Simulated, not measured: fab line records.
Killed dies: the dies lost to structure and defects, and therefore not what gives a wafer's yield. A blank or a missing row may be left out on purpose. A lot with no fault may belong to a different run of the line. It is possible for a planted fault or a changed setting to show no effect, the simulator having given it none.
Struck lot and sound lot, side by side | flow sky130 | 16 out of 708 route steps
Sound: these wafers, L517.2, L517.5, L517.6. Wafers struck: L529.1, L529.2, L529.3. The cause is given at the end.
At each step with rows: each side's tool, then ch and its chambers, then its first start. Under that, the readings that differ: sound wafers | struck wafers | difference of the means | sigmas: that difference in standard deviations of wafers without a fault.
alike: a reading whose means differ by less than 2 such deviations, as well as words and numbers matching on both sides. not compared: withheld readings; readings where some wafer has no value; bounds like >300 that might hide an equal value; numbers whose values overlap and for which the record gives no deviation.
The two part at a step that has a row with sigmas, a row that says differs or no value, or rows on one side only. Numbers that don't overlap but have no deviation are shown without sigmas and don't part them. A reading missing from all wafers of one side parts the sides only when that side holds two or more wafers.

SKY_SD_N_OVL_MEAS_08:
  sound on overlay-02, day 28 13:50; struck on overlay-01, day 32 23:34
  alike: SD_N_OVL
then, 2 steps without rows for these wafers: SKY_SD_N_IMPLANT_09; SKY_SD_N_IMPLANT_10.
SKY_SD_N_STRIP_11: strips in O2/N2.
  sound on plasma_asher-02 ch 0,1, day 28 14:10; struck on plasma_asher-03 ch 0,1, day 32 23:55
  alike: drypump_motor_current_A, oes_product_au, strip_time_to_endpoint_s
  not compared: rf_hours_counter_h
SKY_SD_N_TW_MEAS_12:
  sound on film_metro-01, day 28 14:16; struck on film_metro-03, day 33 00:01
  alike: SD_N_TW
then, 1 step without rows for these wafers: SKY_SD_N_CLEAN_13 (cleans in SC1/SC2, time 150 s).
SKY_SD_N_RTA_14: time 2 s.
  sound on rtp_anneal-02 ch 0, day 28 14:23; struck on rtp_anneal-02 ch 0, day 33 00:07
  alike: chamber_o2_ppm, lamp_power_pct, wafer_temp_C_max
SKY_SD_N_RS_MEAS_16: measures by four-point-probe.
  sound on film_metro-03, day 28 14:34; struck on film_metro-02, day 33 00:18
  alike: SD_N_RS
SKY_SD_N_RS_MEAS_17: measures by four-point-probe.
  sound on film_metro-03, day 28 14:41; struck on film_metro-02, day 33 00:25
  alike: SD_P_RS
SKY_SD_N_RS_MEAS_18: measures by four-point-probe.
  sound on film_metro-03, day 28 14:48; struck on film_metro-02, day 33 00:32
  alike: RES_XHIGH_RS
then, 1 step without rows for these wafers: SKY_SALICIDE_CLEAN_00 (cleans in HF-last, time 30 s).
SKY_LI_CONTACT_HDPCVD_00: deposits PSG, target thk 930 nm, time 155 s.
  sound on hdpcvd-01 ch 1,2, day 28 14:55; struck on hdpcvd-01 ch 0,1,2, day 33 00:40
  reading                                       | sound             | struck         | difference | sigmas
  model.PSG_of_LI_CONTACT_HDPCVD_00.thk_nm (nm) | 925.9 936.6 929.6 | 1299 1295 1293 | +365       |
SKY_LI_CONTACT_THK_MEAS_01:
  sound on film_metro-01, day 28 15:02; struck on film_metro-02, day 33 00:47
  reading                    | sound       | struck         | difference | sigmas
  LI_CONTACT_HDPCVD_THK (nm) | 927 937 930 | 1298 1295 1294 | +364       | +43
SKY_LI_CONTACT_CMP_02: polishes PSG.
  sound on cmp-02 ch 0,3, day 28 15:05; struck on cmp-02 ch 0,2,3, day 33 00:50
  reading                | sound          | struck         | difference | sigmas
  time_to_endpoint_s (s) | 31.2 34.0 33.3 | 68.8 66.1 64.6 | +33.7      | +14
  alike: motor_current_A
SKY_LI_CONTACT_BOW_MEAS_03:
  sound on film_metro-01, day 28 15:24; struck on film_metro-01, day 33 01:08
  alike: LI_CONTACT_BOW
-- the record jumps here: 16 days lie between the struck wafers' starts before and after (it left off in module LI_CONTACT and takes up again in module PAD_OPEN, whose first step shown is number 708 of the route) --
SKY_PAD_OPEN_PROBE_99:
  rows exist in the record for the struck wafers here (prober-02, day 49 09:53), but not for the sound ones

== WHERE THEY PART ==
Last at SKY_PAD_OPEN_PROBE_99 as far as this record goes, first at SKY_LI_CONTACT_THK_MEAS_01.

WHY: what the simulator had put in
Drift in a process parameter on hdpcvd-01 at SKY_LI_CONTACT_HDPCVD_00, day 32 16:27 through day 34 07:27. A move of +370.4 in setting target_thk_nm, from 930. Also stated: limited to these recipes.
